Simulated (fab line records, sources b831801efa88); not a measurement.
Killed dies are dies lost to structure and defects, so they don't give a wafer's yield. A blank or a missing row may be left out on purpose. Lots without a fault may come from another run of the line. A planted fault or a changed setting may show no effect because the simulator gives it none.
fab line records | flow sky130
record lots=6 wafers=18 last_day=49
route steps=708 shown GATE_OXIDE@191 POLY_GATE@204 PAD_OPEN@708
lots that met no fault: from a run of the same line without faults
start_h: hours from the record's first day to the start of the lot's first wafer shown | wait_h: hours since the lot's step before | " the same as in the row above | L1.1+2: a row that stands for several wafers | - no value, or no start given | * or withheld: withheld | < > ~ a bound
route shown NAME@n: a module of which the file shows steps, and the number in the route of the first | usual: mean/standard deviation of fault-free wafers | same: alike in all rows | chamber/n: place in a boat | sites: the reading at each site | _std_site: their standard deviation | _edge_site: outer sites' mean less inner sites' | radius_mm: how far each site lies from the wafer's centre | mask NAME#n: copy n | behind: the tool/chamber that last shaped the wafer | hold: why the lot was held/for how many hours/how that ended | device: the transistor (n, p or np) that didn't switch | end of line: the same wafers' tests at the end of the route | a step without rows: its recipe alone | killed: dies lost to structure and defects at the first sort, not the wafer's yield | map: a wafer's dies, x killed, . not, _ none there
set.NAME: the setting as run; set.NAME@STEP: as run at that earlier step | model.NAME: the simulator's own value behind a step, which no gauge read
lots at some steps of the route; a table a step, a row a wafer
services: from which hour (start_h, from the record's first day; less than 0 if before it) a tool's chamber was out of use, for how many hours, and why
## steps
# step SKY_GATE_OXIDE_HMDS_04
# recipe prime_time_s=60 prime_temp_c=120
# step SKY_GATE_OXIDE_COAT_05
# recipe resist=NOVOLAK spin_rpm=3000 resist_thk_nm=1140
# step SKY_GATE_OXIDE_SOFTBAKE_06
# recipe temp_c=90 time_s=60 resist=NOVOLAK
# step SKY_GATE_OXIDE_EXPOSE_07
# recipe mask_id=LVOM na=0.6 source_shape=conventional sigma_outer=0.6 polarization=unpolarized target_cd_nm=600 dose_mj=166.3
# step SKY_GATE_OXIDE_PEB_08
# recipe temp_c=withheld time_s=* resist=NOVOLAK
# step SKY_GATE_OXIDE_DEVELOP_09
# recipe resist=NOVOLAK developer=TMAH develop_time_s=60 dev_temp_c=23
# step SKY_GATE_OXIDE_OVL_MEAS_10
# usual GATE_OXIDE_OVL=0.2/1.5
# columns lot.wafer tool chamber start_h wait_h GATE_OXIDE_OVL[nm]
L933.1 overlay-01 - 319.88 0.1 -1.8
L933.2 " - " " -2.8
L933.4 " - " " -0.8
L934.1 overlay-01 - 336.03 0.1 -2.6
L934.4 " - " " -1.0
L934.6 " - " " -1.1
L937.1 overlay-02 - 362.38 0.1 0.7
L937.2 " - " " 1.0
L937.6 " - " " 2.0
L949.1 overlay-01 - 459.88 0.1 1.9
L949.3 " - " " 3.7
L949.5 " - " " 2.4
L950.1 overlay-01 - 471.18 0.1 0.3
L950.5 " - " " -1.3
L950.6 " - " " 0.6
L951.2 overlay-01 - 479.59 0.1 0.6
L951.4 " - " " 0.0
L951.6 " - " " 0.3
# step SKY_GATE_OXIDE_IMPLANT_11
# recipe species=B energy_kev=10 dose_cm2=2.6e+12 tilt_deg=withheld
# step SKY_GATE_OXIDE_WET_ETCH_12
# recipe chemistry=dHF target_depth_nm=16.8 dry=n2_spin target=SiO2 dilution=100:1 temp_c=25 time_s=336
# step SKY_GATE_OXIDE_STRIP_13
# recipe chemistry=O2/N2 power_w=1400 pressure_mtorr=1500 platen_temp_c=withheld o2_flow_sccm=3000 n2_flow_sccm=300 overash_fraction=0.5
# usual drypump_motor_current_A=5.7/0.46 oes_product_au=0.716/0.0045 strip_time_to_endpoint_s=14.20/0.046
# same overash_fraction=0.5
# columns lot.wafer tool chamber start_h wait_h drypump_motor_current_A oes_product_au rf_hours_counter_h strip_time_to_endpoint_s
L933.1 plasma_asher-01 0 320.16 0.0 5.0 0.716 20 14.18
L933.2 " 1 " " 5.6 0.717 20 14.17
L933.4 " 0 " " 5.1 0.713 - 14.21
L934.1 plasma_asher-03 0 336.31 0.0 6.3 0.720 65 14.17
L934.4 " 0 " " 6.3 0.712 - 14.20
L934.6 " 0 " " 6.3 0.721 - 14.18
L937.1 plasma_asher-01 0 362.66 0.0 5.1 0.714 25 14.20
L937.2 " 1 " " 5.6 0.709 25 14.17
L937.6 " 1 " " 5.6 0.717 - 14.19
L949.1 plasma_asher-01 1 460.18 0.0 5.6 0.709 34 14.28
L949.3 " 1 " " 5.6 0.706 - 14.30
L949.5 " 0 " " 5.0 0.722 - 14.31
L950.1 plasma_asher-01 1 471.47 0.0 5.6 0.721 35 14.22
L950.5 " 0 " " 5.1 0.711 - 14.24
L950.6 " 1 " " 5.6 0.719 - 14.24
L951.2 plasma_asher-02 1 479.87 0.0 5.8 0.720 64 14.15
L951.4 " 0 " " 6.4 0.709 - 14.16
L951.6 " 1 " " 5.8 0.715 - 14.14
# step SKY_GATE_OXIDE_TW_MEAS_14
# usual GATE_OXIDE_TW=224.0/1.4
# columns lot.wafer tool chamber start_h wait_h GATE_OXIDE_TW
L933.1 film_metro-01 - 320.26 0.1 225.4
L933.2 " - " " 225.7
L933.4 " - " " 224.4
L934.1 film_metro-02 - 336.41 0.1 225.1
L934.4 " - " " 224.6
L934.6 " - " " 224.7
L937.1 film_metro-02 - 362.76 0.1 225.0
L937.2 " - " " 224.1
L937.6 " - " " 224.7
L949.1 film_metro-03 - 460.28 0.1 223.7
L949.3 " - " " 223.0
L949.5 " - " " 222.3
L950.1 film_metro-02 - 471.57 0.1 224.6
L950.5 " - " " 225.3
L950.6 " - " " 223.5
L951.2 film_metro-02 - 479.98 0.1 222.5
L951.4 " - " " 223.9
L951.6 " - " " 224.7
# step SKY_GATE_OXIDE_CLEAN_15
# recipe chemistry=SC1/SC2 mix=1:4:20 temp_c=70 time_s=150 dry=n2_spin
# step SKY_GATE_OXIDE_OXIDATION_16
# recipe temp_c=800 ambient=O2 idle_temp_c=700 ramp_up_c_per_min=10 ramp_down_c_per_min=3 stabilise_s=600 purge_s=300 target_thk_a=35.7 ox_time_s=1915
# usual stabilise_s=600/0
# columns lot.wafer tool chamber start_h wait_h stabilise_s
L933.1 furnace-02 0 321.11 0.7 600
L933.2 " 0 " " 600
L933.4 " 0 " " 600
L934.1 furnace-01 0 338.87 2.3 600
L934.4 " 0 " " 600
L934.6 " 0 " " 600
L937.1 furnace-01 0 362.88 0.0 600
L937.2 " 0 " " 600
L937.6 " 0 " " 600
L949.1 furnace-02 0 460.39 0.0 5400
L949.3 " 0 " " 5400
L949.5 " 0 " " 5400
L950.1 furnace-02 0 472.00 0.3 5400
L950.5 " 0 " " 5400
L950.6 " 0 " " 5400
L951.2 furnace-01 0 480.15 0.1 600
L951.4 " 0 " " 600
L951.6 " 0 " " 600
# step SKY_POLY_GATE_CVD_00
# recipe material=poly-Si target_thk_nm=180 temp_c=620 time_s=720 pressure_mtorr=200
# step SKY_PAD_OPEN_PROBE_99
# usual killed_at_M0_to_M3=44/7 killed_at_M4_up=3.0/1.8 killed_at_contacts=24/4.9 killed_at_front_end=15/5 killed_at_other=0.2/0.53 killed_dies=87/8.7 killed_on_rim=17/4 killed_open=48/6.8 killed_short=39/5.7
# same gross_dies=492 killed_at_back_side=0
# columns lot.wafer tool chamber start_h wait_h killed_at_M0_to_M3 killed_at_M4_up killed_at_contacts killed_at_front_end killed_at_other killed_dies killed_on_rim killed_open killed_short model.etest.pfet_01v8_lvt.drive_ua_um model.etest.pfet_01v8_mvt.off_log10_a_um model.etest.pfet_01v8_mvt.vt_sat_v model.etest.pfet_01v8_mvt.vt_v model.etest.pfet_01v8_mvt.vt_long_v model.etest.pfet_01v8_lvt.vt_v model.etest.pfet_01v8_lvt.vt_long_v model.etest.pfet_01v8_lvt.vt_sat_v
L933.1 prober-01 - 1087.70 0.1 44 5 31 15 0 95 19 55 40 174.4 -10.4 -0.5476 -0.6407 -0.8474 -0.5157 -0.6365 -0.4216
L933.2 prober-01 - 1087.75 0.1 46 5 24 8 0 83 9 54 29 175.3 -10.5 -0.5471 -0.6372 -0.8482 -0.5127 -0.6349 -0.4181
L933.4 prober-01 - 1087.85 0.2 40 0 27 11 0 78 13 45 33 171.1 -10.62 -0.5608 -0.649 -0.8587 -0.5238 -0.6434 -0.4324
L934.1 prober-02 - 1096.25 0.1 53 3 30 12 2 100 26 56 44 172.8 -11.31 -0.6142 -0.6942 -0.8954 -0.5391 -0.6563 -0.4545
L934.4 prober-02 - 1096.40 0.2 52 2 27 14 0 95 18 52 43 171.2 -11.58 -0.6203 -0.7006 -0.9 -0.5445 -0.658 -0.4568
L934.6 prober-02 - 1096.50 0.2 45 1 24 17 1 88 21 50 38 175.4 -11.32 -0.6056 -0.6872 -0.8929 -0.5268 -0.6475 -0.4391
L937.1 prober-01 - 1117.40 0.1 26 4 27 7 0 64 11 28 36 173.4 -10.83 -0.5711 -0.6534 -0.8641 -0.5318 -0.6534 -0.4421
L937.2 prober-01 - 1117.45 0.1 50 1 31 5 0 87 15 49 38 176.4 -10.6 -0.5556 -0.6431 -0.8584 -0.528 -0.6481 -0.4347
L937.6 prober-01 - 1117.65 0.2 50 4 27 9 1 91 16 49 42 170.9 -10.78 -0.5786 -0.6623 -0.8669 -0.5293 -0.6504 -0.4382
L949.1 prober-01 - 1175.13 0.1 46 1 16 29 1 93 23 56 37 172.6 -10.7 -0.5698 -0.66 -0.87 -0.5494 -0.6695 -0.4507
L949.3 prober-01 - 1175.23 0.2 39 2 29 16 0 86 16 47 39 173.3 -10.71 -0.5752 -0.665 -0.8696 -0.5494 -0.6692 -0.4503
L949.5 prober-01 - 1175.33 0.2 50 2 18 16 0 86 16 53 33 174.4 -10.91 -0.5752 -0.6644 -0.8692 -0.5521 -0.6697 -0.4536
L950.1 prober-02 - 1180.66 0.1 55 3 18 12 0 88 14 44 44 173.1 -10.96 -0.586 -0.6767 -0.8895 -0.5408 -0.663 -0.4429
L950.5 prober-02 - 1180.86 0.2 52 2 21 12 1 88 20 49 39 173.5 -11.01 -0.5955 -0.6765 -0.8836 -0.5436 -0.6611 -0.446
L950.6 prober-02 - 1180.91 0.2 53 0 19 16 0 88 21 55 33 173.7 -11.08 -0.5911 -0.6768 -0.8852 -0.5426 -0.6629 -0.4473
L951.2 prober-01 - 1186.06 0.1 40 2 22 11 0 75 14 41 34 174.5 -10.76 -0.5648 -0.6517 -0.8562 -0.5446 -0.662 -0.453
L951.4 prober-01 - 1186.16 0.2 64 2 21 24 0 111 29 70 41 174 -10.64 -0.5633 -0.6483 -0.8536 -0.5463 -0.6596 -0.4544
L951.6 prober-01 - 1186.26 0.2 40 2 24 19 0 85 14 34 51 172.5 -10.87 -0.5695 -0.6555 -0.8596 -0.5482 -0.6644 -0.4574
# killed by level:class
L933.1 VIA1:geometric_particle:open=18 LI_CONTACT:geometric_particle:open=12 CONTACT:geometric_particle:open=6 LOCAL_INTERCONNECT:geometric_particle:short=5 VIA1:geometric_particle:short=5 POLY_GATE:geometric_particle:short=4 LI_CONTACT:geometric_particle:short=4 METAL1:geometric_particle:short=4
L933.2 CONTACT:geometric_particle:open=11 VIA1:geometric_particle:open=10 VIA2:geometric_particle:open=9 VIA3:geometric_particle:open=8 LI_CONTACT:geometric_particle:open=5 FIELD_ISO:geometric_particle:open=4 VIA3:geometric_particle:short=4 POLY_GATE:geometric_particle:open=3
L933.4 LI_CONTACT:geometric_particle:open=10 VIA1:geometric_particle:open=8 CONTACT:geometric_particle:open=7 LOCAL_INTERCONNECT:geometric_particle:short=5 METAL1:geometric_particle:short=5 METAL2:geometric_particle:short=5 VIA2:geometric_particle:open=5 POLY_GATE:geometric_particle:open=4
L934.1 VIA1:geometric_particle:open=13 VIA3:geometric_particle:open=11 CONTACT:geometric_particle:open=9 LI_CONTACT:geometric_particle:open=8 METAL1:geometric_particle:short=8 CONTACT:geometric_particle:short=7 POLY_GATE:geometric_particle:short=5 VIA1:geometric_particle:short=5
L934.4 CONTACT:geometric_particle:open=15 VIA1:geometric_particle:open=14 METAL2:geometric_particle:short=8 METAL1:geometric_particle:short=6 VIA2:geometric_particle:open=6 CONTACT:geometric_particle:short=5 VIA1:geometric_particle:short=5 FIELD_ISO:geometric_particle:short=4
L934.6 CONTACT:geometric_particle:open=11 METAL1:geometric_particle:short=11 VIA1:geometric_particle:open=10 FIELD_ISO:geometric_particle:open=7 CONTACT:geometric_particle:short=6 METAL2:geometric_particle:short=6 POLY_GATE:geometric_particle:open=5 VIA3:geometric_particle:open=5
L937.1 CONTACT:geometric_particle:short=8 CONTACT:geometric_particle:open=6 LI_CONTACT:geometric_particle:open=5 VIA1:geometric_particle:open=5 LI_CONTACT:geometric_particle:short=4 VIA2:geometric_particle:open=4 LOCAL_INTERCONNECT:geometric_particle:short=3 METAL1:geometric_particle:short=3
L937.2 CONTACT:geometric_particle:open=11 VIA1:geometric_particle:open=10 METAL2:geometric_particle:short=10 VIA2:geometric_particle:open=9 LI_CONTACT:geometric_particle:open=8 CONTACT:geometric_particle:short=5 VIA1:geometric_particle:short=5 VIA3:geometric_particle:open=5
L937.6 VIA2:geometric_particle:open=14 CONTACT:geometric_particle:open=10 LI_CONTACT:geometric_particle:short=6 METAL1:geometric_particle:short=6 VIA1:geometric_particle:open=6 VIA3:geometric_particle:open=6 CONTACT:geometric_particle:short=5 LI_CONTACT:geometric_particle:open=5
L949.1 VIA1:geometric_particle:open=11 VIA2:geometric_particle:open=9 CONTACT:geometric_particle:open=9 FIELD_ISO:geometric_particle:open=8 POLY_GATE:geometric_particle:open=8 POLY_GATE:geometric_particle:short=6 METAL2:geometric_particle:short=6 METAL1:geometric_particle:short=5
L949.3 LI_CONTACT:geometric_particle:open=12 VIA1:geometric_particle:open=9 VIA3:geometric_particle:open=7 CONTACT:geometric_particle:open=6 FIELD_ISO:geometric_particle:open=5 LOCAL_INTERCONNECT:geometric_particle:short=5 VIA1:geometric_particle:short=5 FIELD_ISO:geometric_particle:short=4
L949.5 VIA1:geometric_particle:open=17 LI_CONTACT:geometric_particle:open=8 VIA2:geometric_particle:open=8 VIA3:geometric_particle:open=5 FIELD_ISO:geometric_particle:open=4 POLY_GATE:geometric_particle:short=4 CONTACT:geometric_particle:short=4 VIA1:geometric_particle:short=4
L950.1 VIA1:geometric_particle:open=12 METAL1:geometric_particle:short=10 VIA2:geometric_particle:open=9 VIA1:geometric_particle:short=7 FIELD_ISO:geometric_particle:short=5 LI_CONTACT:geometric_particle:open=5 CONTACT:geometric_particle:open=5 METAL2:geometric_particle:short=5
L950.5 VIA1:geometric_particle:open=17 VIA3:geometric_particle:open=8 VIA1:geometric_particle:short=6 VIA2:geometric_particle:open=6 CONTACT:geometric_particle:short=5 CONTACT:geometric_particle:open=5 POLY_CUT:geometric_particle:short=4 LI_CONTACT:geometric_particle:open=4
L950.6 VIA2:geometric_particle:open=13 VIA1:geometric_particle:open=11 CONTACT:geometric_particle:open=8 VIA3:geometric_particle:open=8 VIA1:geometric_particle:short=6 FIELD_ISO:geometric_particle:open=5 LI_CONTACT:geometric_particle:open=4 FIELD_ISO:geometric_particle:short=3
L951.2 CONTACT:geometric_particle:open=10 LOCAL_INTERCONNECT:geometric_particle:short=7 VIA1:geometric_particle:open=7 VIA3:geometric_particle:open=7 METAL1:geometric_particle:short=5 METAL2:geometric_particle:short=5 METAL3:geometric_particle:short=5 FIELD_ISO:geometric_particle:open=4
L951.4 VIA1:geometric_particle:open=21 CONTACT:geometric_particle:open=12 VIA3:geometric_particle:open=10 VIA2:geometric_particle:open=7 POLY_GATE:geometric_particle:open=7 VIA1:geometric_particle:short=6 METAL2:geometric_particle:short=6 POLY_GATE:geometric_particle:short=5
L951.6 METAL1:geometric_particle:short=9 CONTACT:geometric_particle:short=9 POLY_GATE:geometric_particle:short=8 VIA1:geometric_particle:open=8 CONTACT:geometric_particle:open=7 FIELD_ISO:geometric_particle:open=4 LOCAL_INTERCONNECT:geometric_particle:short=4 VIA1:geometric_particle:short=4
## services
# columns tool chamber start_h hours kind
plasma_asher-02 - 296.30 1.1 repair
furnace-01 - 324.63 4.1 pm
furnace-02 - 329.69 3.7 pm
furnace-02 - 462.36 2.6 pm
plasma_asher-01 - 464.44 0.6 repair
## key
first_sign step=SKY_GATE_OXIDE_OXIDATION_16 reading=stabilise_s direction=up sigmas=99+ usual=600 struck=5400
effect none on later readings
model_effect step=SKY_PAD_OPEN_PROBE_99 value=etest.pfet_01v8_lvt.drive_ua_um without=176.9 struck=173.4
met_at SKY_GATE_OXIDE_OXIDATION_16
struck_wafers L949.1,L949.3,L949.5,L950.1,L950.5,L950.6
tester_left_out L949,L950
onset_between 321.11 460.39
fault kind=process_parameter_drift tool=furnace-02 chamber=- onset_h=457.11 steps=SKY_GATE_OXIDE_OXIDATION_16 channel=stabilise_s offset=4800 shape=step end_h=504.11 acts_in=these_recipes_only stated=600
# tester_left_out: of these lots the tester's yield and bins aren't shown, on N5 and GAA mostly nor the transistor test; their killed dies are dies lost to structure and defects alone, not to doping, threshold or leakage, so they don't give the yield
